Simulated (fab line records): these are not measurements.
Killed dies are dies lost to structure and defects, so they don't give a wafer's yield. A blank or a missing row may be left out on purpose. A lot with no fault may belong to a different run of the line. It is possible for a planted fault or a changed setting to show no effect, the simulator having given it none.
fab line records -- flow sky130
record lots=11, wafers=33, last_day=50
route steps=708 shown LDD_HVN@271 CONTACT@429 METAL1@452 METAL3@566
lots that met no fault: from a run of the same line without faults
start_h: hours from the record's first day to the start of the lot's first wafer shown -- wait_h: hours since the lot's step before -- " as in the row above -- L1.1+2: several wafers, shown together as one row -- - no value, or no start was given -- * or withheld: withheld -- < > ~ a bound
route shown NAME@n: a module of which the file shows steps, and the number in the route of the first -- usual: the fault-free wafers' mean and standard deviation -- same: alike in all rows -- chamber/n: place in a boat -- sites: per-site readings -- _std_site: standard deviation of those values -- _edge_site: mean of outer sites minus mean of inner sites -- radius_mm: how far each site lies from the wafer's centre -- mask NAME#n: copy n -- behind: the tool/chamber that last shaped the wafer -- hold: what put the lot on hold/how long, in hours/how the hold closed -- device: the transistor (n, p or np) that didn't switch -- end of line: tests run on the same wafers once the route is complete -- for a step that has no rows: nothing shown but its recipe -- killed: at the first sort, the dies lost to defects and structure; wafer yield is something else -- map: a wafer's dies, x killed, . not, _ none there
set.NAME: the setting that was run; set.NAME@STEP: the one run at that earlier step -- model.NAME: the simulator's own value behind a step, which no gauge read
route steps across a sampled set of lots; one table per step, one row per wafer
services: from which hour (start_h, from the record's first day; less than 0 if before it) a tool's chamber was out of use, for how many hours, and why
## steps
# step SKY_LDD_HVN_EXPOSE_04
# recipe mask_id=HVNTM, na=0.6, source_shape=conventional, sigma_outer=0.6, polarization=unpolarized, target_cd_nm=700, dose_mj=127
# same sigma_outer=0.6
lot.wafer,tool,chamber,start_h,wait_h,mask
L587.1+3+5,iline_stepper-01,0,457.51,-,HVNTM#0
L589.1+3+5,iline_stepper-02,0,477.40,-,HVNTM#0
L588.3+4+5,iline_stepper-02,0,480.67,-,HVNTM#0
L595.2+4+5,iline_stepper-02,0,524.41,-,HVNTM#0
L596.4+5+6,iline_stepper-01,0,530.55,-,HVNTM#0
L597.3+4+6,iline_stepper-01,0,543.17,-,HVNTM#0
L599.1+4+5,iline_stepper-02,0,558.53,-,HVNTM#0
L600.2+4+6,iline_stepper-02,0,568.44,-,HVNTM#0
L601.3+4+6,iline_stepper-02,0,571.87,-,HVNTM#0
L603.3+4+5,iline_stepper-02,0,585.87,-,HVNTM#0
L610.2+4+5,iline_stepper-02,0,645.85,-,HVNTM#0
# step SKY_LDD_HVN_OVL_MEAS_07
# usual LDD_HVN_OVL=-1.0/1.3
lot.wafer,tool,chamber,start_h,wait_h,LDD_HVN_OVL[nm]
L587.1,overlay-02,-,472.51,0.1,-3.0
L587.3,overlay-02,-,472.51,0.1,-2.0
L587.5,overlay-02,-,472.51,0.1,-3.6
L589.1,overlay-01,-,492.37,0.1,-2.3
L589.3,overlay-01,-,492.37,0.1,-3.5
L589.5,overlay-01,-,492.37,0.1,-3.0
L588.3,overlay-01,-,496.02,0.1,-0.6
L588.4,overlay-01,-,496.02,0.1,0.5
L588.5,overlay-01,-,496.02,0.1,-1.9
L595.2,overlay-02,-,539.44,0.1,-0.6
L595.4,overlay-02,-,539.44,0.1,-1.2
L595.5,overlay-02,-,539.44,0.1,0.8
L596.4,overlay-01,-,545.13,0.1,-72.7
L596.5,overlay-01,-,545.13,0.1,-73.0
L596.6,overlay-01,-,545.13,0.1,-72.3
L597.3,overlay-01,-,557.62,0.1,-72.5
L597.4,overlay-01,-,557.62,0.1,-73.2
L597.6,overlay-01,-,557.62,0.1,-71.9
L599.1,overlay-01,-,572.72,0.1,1.1
L599.4,overlay-01,-,572.72,0.1,0.0
L599.5,overlay-01,-,572.72,0.1,2.1
L600.2,overlay-01,-,583.04,0.1,-1.9
L600.4,overlay-01,-,583.04,0.1,-0.4
L600.6,overlay-01,-,583.04,0.1,-0.9
L601.3,overlay-02,-,586.54,0.1,-1.2
L601.4,overlay-02,-,586.54,0.1,-0.7
L601.6,overlay-02,-,586.54,0.1,-1.5
L603.3,overlay-02,-,600.09,0.1,0.8
L603.4,overlay-02,-,600.09,0.1,-2.3
L603.5,overlay-02,-,600.09,0.1,-2.0
L610.2,overlay-02,-,659.84,0.1,1.3
L610.4,overlay-02,-,659.84,0.1,-2.0
L610.5,overlay-02,-,659.84,0.1,1.2
# step SKY_CONTACT_SPUTTER_23
# recipe material=TiN, target_thk_nm=20, chamber_pressure_pa=5, power_w=4000, time_s=80
# usual chamber_pressure_pa=5.002/0.011, throttle_valve_pct=30.2/1.3
lot.wafer,tool,chamber,start_h,wait_h,chamber_pressure_pa,throttle_valve_pct
L587.1,pvd_sputter-02,-,739.70,0.0,5.016,29.4
L587.3,pvd_sputter-02,-,739.70,0.0,4.987,30.8
L587.5,pvd_sputter-02,-,739.70,0.0,5.002,29.6
L589.1,pvd_sputter-02,-,760.99,0.0,5.011,32.1
L589.3,pvd_sputter-02,-,760.99,0.0,4.996,29.9
L589.5,pvd_sputter-02,-,760.99,0.0,5.016,30.8
L588.3,pvd_sputter-04,-,762.44,0.0,5.016,28.5
L588.4,pvd_sputter-04,-,762.44,0.0,5.001,31.5
L588.5,pvd_sputter-04,-,762.44,0.0,4.986,31.1
L595.2,pvd_sputter-04,-,803.02,0.0,5.002,28.6
L595.4,pvd_sputter-04,-,803.02,0.0,4.981,29.5
L595.5,pvd_sputter-04,-,803.02,0.0,4.999,31.1
L596.4,pvd_sputter-04,-,803.97,0.0,5.004,28.4
L596.5,pvd_sputter-04,-,803.97,0.0,5.003,29.5
L596.6,pvd_sputter-04,-,803.97,0.0,4.989,31.2
L597.3,pvd_sputter-04,-,816.90,0.0,4.982,28.3
L597.4,pvd_sputter-04,-,816.90,0.0,4.997,31.5
L597.6,pvd_sputter-04,-,816.90,0.0,4.995,30.9
L599.1,pvd_sputter-04,-,831.08,0.0,4.999,31.3
L599.4,pvd_sputter-04,-,831.08,0.0,4.995,28.5
L599.5,pvd_sputter-04,-,831.08,0.0,4.996,31.2
L600.2,pvd_sputter-04,-,839.59,0.0,5.008,30.7
L600.4,pvd_sputter-04,-,839.59,0.0,4.985,29.5
L600.6,pvd_sputter-04,-,839.59,0.0,5.006,31.6
L601.3,pvd_sputter-04,-,843.08,0.0,4.994,31.5
L601.4,pvd_sputter-04,-,843.08,0.0,5.015,28.6
L601.6,pvd_sputter-04,-,843.08,0.0,5.021,29.3
L603.3,pvd_sputter-04,-,855.38,0.0,4.989,28.5
L603.4,pvd_sputter-04,-,855.38,0.0,5.003,31.2
L603.5,pvd_sputter-04,-,855.38,0.0,5.011,30.9
L610.2,pvd_sputter-01,-,907.05,0.0,4.996,31.4
L610.4,pvd_sputter-01,-,907.05,0.0,4.990,31.9
L610.5,pvd_sputter-01,-,907.05,0.0,4.999,32.1
# step SKY_METAL1_ETCH_18
# recipe chemistry=N2/H2, target=BARC, ion_energy_ev=200, bias_w=100, pressure_mtorr=30, n2_flow_sccm=100, h2_flow_sccm=200, icp_w=500, stop_on=SiO2, time_s=45.9, target_depth_a=600
# usual drypump_motor_current_A=5.7/0.48, oes_product_au=0.855/0.0044, throttle_valve_pct=13.225/0.0097
lot.wafer,tool,chamber,start_h,wait_h,drypump_motor_current_A,oes_product_au,rf_hours_counter_h,throttle_valve_pct
L587.1,rie_metal-04,0,766.89,0.0,5.2,0.851,7,13.227
L587.3,rie_metal-04,1,766.89,0.0,6.0,0.852,-,13.228
L587.5,rie_metal-04,0,766.89,0.0,5.2,0.854,-,13.236
L589.1,rie_metal-04,0,788.79,0.0,5.2,0.856,8,13.243
L589.3,rie_metal-04,1,788.79,0.0,6.0,0.850,-,13.230
L589.5,rie_metal-04,1,788.79,0.0,6.0,0.852,-,13.212
L588.3,rie_metal-03,0,789.73,0.0,6.6,0.855,-,13.221
L588.4,rie_metal-03,1,789.73,0.0,6.1,0.856,-,13.222
L588.5,rie_metal-03,0,789.73,0.0,6.5,0.853,-,13.214
L595.2,rie_metal-04,0,830.53,0.0,5.2,0.851,10,13.223
L595.4,rie_metal-04,0,830.53,0.0,5.2,0.853,-,13.245
L595.5,rie_metal-04,0,830.53,0.0,5.2,0.857,-,13.240
L596.4,rie_metal-01,1,831.63,0.0,5.2,0.851,-,13.222
L596.5,rie_metal-01,0,831.63,0.0,5.5,0.854,-,13.208
L596.6,rie_metal-01,1,831.63,0.0,5.2,0.854,-,13.216
L597.3,rie_metal-03,1,844.08,0.0,6.1,0.853,-,13.226
L597.4,rie_metal-03,0,844.08,0.0,6.6,0.855,-,13.212
L597.6,rie_metal-03,1,844.08,0.0,6.0,0.852,-,13.223
L599.1,rie_metal-04,0,858.21,0.0,5.2,0.859,11,13.221
L599.4,rie_metal-04,1,858.21,0.0,6.1,0.853,-,13.228
L599.5,rie_metal-04,0,858.21,0.0,5.2,0.858,-,13.237
L600.2,rie_metal-03,0,866.92,0.0,6.5,0.856,10,13.231
L600.4,rie_metal-03,0,866.92,0.0,6.5,0.855,-,13.213
L600.6,rie_metal-03,0,866.92,0.0,6.6,0.854,-,13.222
L601.3,rie_metal-01,0,870.41,0.0,5.4,0.850,-,13.232
L601.4,rie_metal-01,1,870.41,0.0,5.2,0.852,-,13.230
L601.6,rie_metal-01,0,870.41,0.0,5.5,0.858,-,13.213
L603.3,rie_metal-01,0,882.41,0.0,5.4,0.848,-,13.214
L603.4,rie_metal-01,1,882.41,0.0,5.3,0.861,-,13.226
L603.5,rie_metal-01,1,882.41,0.0,5.2,0.853,-,13.229
L610.2,rie_metal-03,1,932.01,0.0,6.1,0.860,10,13.243
L610.4,rie_metal-03,0,932.01,0.0,6.6,0.855,-,13.227
L610.5,rie_metal-03,1,932.01,0.0,6.1,0.854,-,13.228
# step SKY_METAL3_ETCH_16
# recipe chemistry=N2/H2, target=BARC, ion_energy_ev=200, bias_w=100, pressure_mtorr=30, n2_flow_sccm=100, h2_flow_sccm=200, icp_w=500, stop_on=SiO2, time_s=88.2, target_depth_a=600
# usual drypump_motor_current_A=6.0/0.45, oes_product_au=0.626/0.0044, throttle_valve_pct=13.206/0.0094
lot.wafer,tool,chamber,start_h,wait_h,drypump_motor_current_A,oes_product_au,rf_hours_counter_h,throttle_valve_pct
L587.1,rie_metal-04,0,904.85,0.0,5.2,0.625,13,13.217
L587.3,rie_metal-04,1,904.85,0.0,6.0,0.633,-,13.207
L587.5,rie_metal-04,0,904.85,0.0,5.2,0.635,-,13.211
L589.1,rie_metal-03,1,923.97,0.0,6.0,0.622,9,13.219
L589.3,rie_metal-03,0,923.97,0.0,6.5,0.624,-,13.226
L589.5,rie_metal-03,0,923.97,0.0,6.5,0.630,-,13.193
L588.3,rie_metal-04,0,926.56,0.0,5.2,0.627,-,13.211
L588.4,rie_metal-04,1,926.56,0.0,6.0,0.634,-,13.219
L588.5,rie_metal-04,1,926.56,0.0,6.0,0.624,-,13.203
L595.2,rie_metal-03,0,963.72,0.0,6.6,0.628,15,13.205
L595.4,rie_metal-03,0,963.72,0.0,6.6,0.630,-,13.196
L595.5,rie_metal-03,0,963.72,0.0,6.5,0.631,-,13.219
L596.4,rie_metal-03,0,965.46,0.0,6.5,0.630,-,13.216
L596.5,rie_metal-03,1,965.46,0.0,6.1,0.620,-,13.190
L596.6,rie_metal-03,0,965.46,0.0,6.5,0.627,-,13.206
L597.3,rie_metal-04,1,975.28,0.0,6.0,0.632,-,13.198
L597.4,rie_metal-04,0,975.28,0.0,5.2,0.629,-,13.186
L597.6,rie_metal-04,0,975.28,0.0,5.2,0.628,-,13.205
L599.1,rie_metal-03,1,989.97,0.0,6.0,0.626,13,13.199
L599.4,rie_metal-03,0,989.97,0.0,6.5,0.619,-,13.201
L599.5,rie_metal-03,1,989.97,0.0,6.0,0.623,-,13.197
L600.2,rie_metal-03,0,997.77,0.0,6.5,0.633,16,13.206
L600.4,rie_metal-03,1,997.77,0.0,6.1,0.620,-,13.204
L600.6,rie_metal-03,1,997.77,0.0,6.1,0.622,-,13.217
L601.3,rie_metal-02,0,998.92,0.0,5.6,0.622,-,13.205
L601.4,rie_metal-02,1,998.92,0.0,5.4,0.618,-,13.214
L601.6,rie_metal-02,1,998.92,0.0,5.3,0.626,-,13.199
L603.3,rie_metal-03,1,1010.13,0.0,6.0,0.626,-,13.213
L603.4,rie_metal-03,0,1010.13,0.0,6.6,0.622,-,13.213
L603.5,rie_metal-03,1,1010.13,0.0,6.1,0.629,-,13.208
L610.2,rie_metal-04,0,1056.07,0.0,5.2,0.634,21,13.197
L610.4,rie_metal-04,0,1056.07,0.0,5.2,0.634,-,13.207
L610.5,rie_metal-04,1,1056.07,0.0,6.0,0.624,-,13.211
## services
tool,chamber,start_h,hours,kind
rie_metal-01,-,442.35,1.5,repair
iline_stepper-01,-,452.17,2.1,pm
rie_metal-04,-,452.88,0.5,repair
rie_metal-01,-,456.47,1.4,pm
rie_metal-04,1,468.83,3.6,repair
iline_stepper-01,-,474.84,6.6,repair
rie_metal-01,0,490.04,2.7,repair
rie_metal-03,-,490.86,1.6,repair
rie_metal-01,0,495.00,4.5,repair
iline_stepper-01,-,535.95,1.7,pm
pvd_sputter-04,-,575.30,3.4,repair
iline_stepper-02,-,592.13,23.2,repair
iline_stepper-02,-,615.33,1.7,pm
rie_metal-04,-,616.00,0.7,repair
iline_stepper-02,-,630.13,10.6,repair
rie_metal-04,1,637.44,8.2,repair
iline_stepper-02,-,675.07,10.8,repair
rie_metal-03,-,808.00,0.1,repair
iline_stepper-02,-,815.17,1.7,pm
iline_stepper-02,-,822.20,17.7,repair
pvd_sputter-04,-,911.24,1.8,repair
pvd_sputter-04,-,1018.89,4.5,repair
rie_metal-04,0,1028.94,25.6,repair
iline_stepper-02,-,1033.35,1.7,pm
## key
first_sign step=SKY_LDD_HVN_OVL_MEAS_07, reading=LDD_HVN_OVL, direction=down, sigmas=54, usual=-1.0, struck=-72.6
effect none on later readings
met_at SKY_LDD_HVN_EXPOSE_04
struck_lots L596,L597
tester_left_out L596,L597
not_acting_at SKY_CONTACT_SPUTTER_23,SKY_METAL1_ETCH_18,SKY_METAL3_ETCH_16
onset_between 457.51 530.55
fault kind=scanner_matching_overlay, tool=iline_stepper-01, chamber=-, onset_h=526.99, steps=SKY_LDD_HVN_EXPOSE_04, offset=-72.133
# tester_left_out: of these lots the tester's yield and bins aren't shown, on N5 and GAA mostly nor the transistor test; their killed dies are dies lost to structure and defects alone, not to doping, threshold or leakage, so they don't give the yield
